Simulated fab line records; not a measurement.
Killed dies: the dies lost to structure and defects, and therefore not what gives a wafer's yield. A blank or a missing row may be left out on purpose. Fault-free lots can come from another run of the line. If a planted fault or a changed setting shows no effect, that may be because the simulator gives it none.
Which tool is to blame? + flow gf180mcu + Sampling: 12 lots, 36 wafers, 2 of 602 route steps

## WHAT THE GAUGES READ, wafer by wafer
GF_V1_THK_MEAS_03.
| lot  | measured     | on           | V1_CVD_02_THK (nm) |
|------|--------------|--------------|--------------------|
| L075 | day 17 09:33 | filmMetro-03 | 828 837 846        |
| L077 | day 18 00:57 | filmMetro-02 | 842 870 853        |
| L079 | day 19 05:10 | filmMetro-01 | 841 839 862        |
| L081 | day 19 22:19 | filmMetro-02 | 851 858 865        |
| L083 | day 20 12:27 | filmMetro-01 | 852 849 864        |
| L085 | day 21 12:04 | filmMetro-01 | 851 855 866        |
| L087 | day 21 22:44 | filmMetro-02 | 845 861 862        |
| L089 | day 22 16:28 | filmMetro-01 | 839 851 868        |
| L091 | day 23 04:11 | filmMetro-03 | 835 836 863        |
| L093 | day 24 02:26 | filmMetro-01 | 846 851 860        |
| L095 | day 24 16:56 | filmMetro-03 | 857 853 853        |
| L097 | day 25 03:39 | filmMetro-03 | 833 822 832        |

## TOOL THAT RAN EACH LOT (tool first, then ch and the chambers of the sampled wafers, then the start)
| lot  | GF_HV_LDD_STRIP_10                  |
|------|-------------------------------------|
| L075 | plasmaAsher-01 ch 0,1, day 10 05:41 |
| L077 | plasmaAsher-03 ch 0,1, day 10 19:11 |
| L079 | plasmaAsher-03 ch 0,1, day 11 15:32 |
| L081 | plasmaAsher-02 ch 0,1, day 12 05:08 |
| L083 | plasmaAsher-01 ch 0,1, day 12 18:04 |
| L085 | plasmaAsher-02 ch 0,1, day 13 11:46 |
| L087 | plasmaAsher-02 ch 0,1, day 13 22:34 |
| L089 | plasmaAsher-01 ch 0, day 14 14:18   |
| L091 | plasmaAsher-03 ch 0,1, day 15 00:59 |
| L093 | plasmaAsher-03 ch 0,1, day 15 21:51 |
| L095 | plasmaAsher-01 ch 0,1, day 16 11:44 |
| L097 | plasmaAsher-01 ch 0,1, day 17 01:14 |
- GF_HV_LDD_STRIP_10: strips in O2/N2.

## THE ANSWER, worked out from the rows above alone
Rule: the usual values come from the lots themselves. The widest of any qualifying gaps counts: lots, ordered by their means at a reading, are off when they make up no more than a third of the lots, leave a main group of 4 or more, and stand apart from it by 3 or more times the standard deviation of that group's means. The tables above print the reading to a certain number of digits; a main group whose means all agree to those digits is not used. Also off: a lot with no number at a reading for which 4 or more lots have one. Any other lot the step has rows for is counted as sound.
Nothing can be told from this: no lot is off at any reading shown.

## WHAT HAD BEEN PUT IN BY THE SIMULATOR
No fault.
